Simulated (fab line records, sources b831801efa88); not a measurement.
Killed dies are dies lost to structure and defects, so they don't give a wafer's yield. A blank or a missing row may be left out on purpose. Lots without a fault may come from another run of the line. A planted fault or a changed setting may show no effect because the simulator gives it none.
Problem report in the 8D (eight disciplines) form, filled by code | flow gf180mcu | the parts of the form that need people (team, actions taken, sign-off) are left out

1. THE PROBLEM
NSD_RS at GF_PSD_RS_MEAS_14 reads a mean of 45.30 ohm/sq on 6 wafers of 2 lots; wafers without a fault read 46.15 ohm/sq with a standard deviation of 0.097. That is -8.8 standard deviations from the usual mean.
The step: measures by four-point-probe.
First seen on wafer L531.2, day 17 21:05, on film_metro-01. The record holds 39 wafers of 13 lots with a number at this step. Rule for "out", or "out of limits": more than 4 standard deviations from the usual mean. The other wafers with a number count as sound.

2. WHAT IT IS AND WHAT IT IS NOT
question                    | is                           | is not
which readings at this step | NSD_RS                       | -
which lots                  | L531, L533                   | L521, L522, L523, L527, L534, L539, L540, L541, L542, L543, L544
which wafers of those lots  | all that have a number       | -
read on which gauges        | film_metro-01, film_metro-04 | film_metro-02
when                        | from day 17 21:05            | up to then (12 sound wafers); but 21 sound wafers of L534, L539, L540, L541, L542, L543, L544 came after

3. SUSPECTS, AND WHAT RULES EACH OUT
Counting: a tool at a process step up to the reading stays a suspect if it ran every lot that is out and no sound lot after the first of them.
- the gauge at GF_PSD_RS_MEAS_14: ruled out. The wafers that are out were read on 2 gauges (film_metro-01, film_metro-04).
- rtp_anneal-01 at GF_PSD_RTA_13 (time 20 s): ruled out as a lasting fault. Sound lots L543, L544 ran on it after its first lot that is out, L531 (day 17 20:59).
Left after counting: nothing in the record.

4. THE CAUSE (what the simulator had put in)
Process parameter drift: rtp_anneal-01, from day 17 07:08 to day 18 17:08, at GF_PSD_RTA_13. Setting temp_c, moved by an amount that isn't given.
Counting ruled it out, wrongly: the rule takes a fault to strike every lot that its tool runs from its start on, and this one did not.

5. THE CHAIN OF EFFECTS, in route order
Each row: a reading whose mean over the struck wafers that have a number lies more than 3 standard deviations from the usual. Only readings for which the record gives a usual standard deviation are gone through. hours: the time from each lot's start at the first step in this table that gives one to its start at this step, as a median over the lots. sigmas: the change in usual standard deviations.
hours | step              | reading | usual         | on struck wafers | change | sigmas
0     | GF_PSD_RS_MEAS_14 | NSD_RS  | 46.15 ohm/sq  | 45.30            | -0.85  | -8.8
0     | GF_PSD_RS_MEAS_15 | PSD_RS  | 108.63 ohm/sq | 105.30           | -3.33  | -11
Later measuring or inspecting steps at which every struck wafer that the step has a row for has a number for every such reading, and none has moved that far: GF_V4_THK_MEAS_01, GF_V4_THK_MEAS_03.

6. WHAT WOULD HAVE CAUGHT IT SOONER
In this record the first reading out of limits at a measuring or inspecting step was taken at day 17 21:05, 14 hours after the fault began at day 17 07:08.
Of the tool readings at GF_PSD_RTA_13 for which the record gives a usual standard deviation, none was out on any struck wafer, so an alarm limit of 4 standard deviations on them would not have fired.
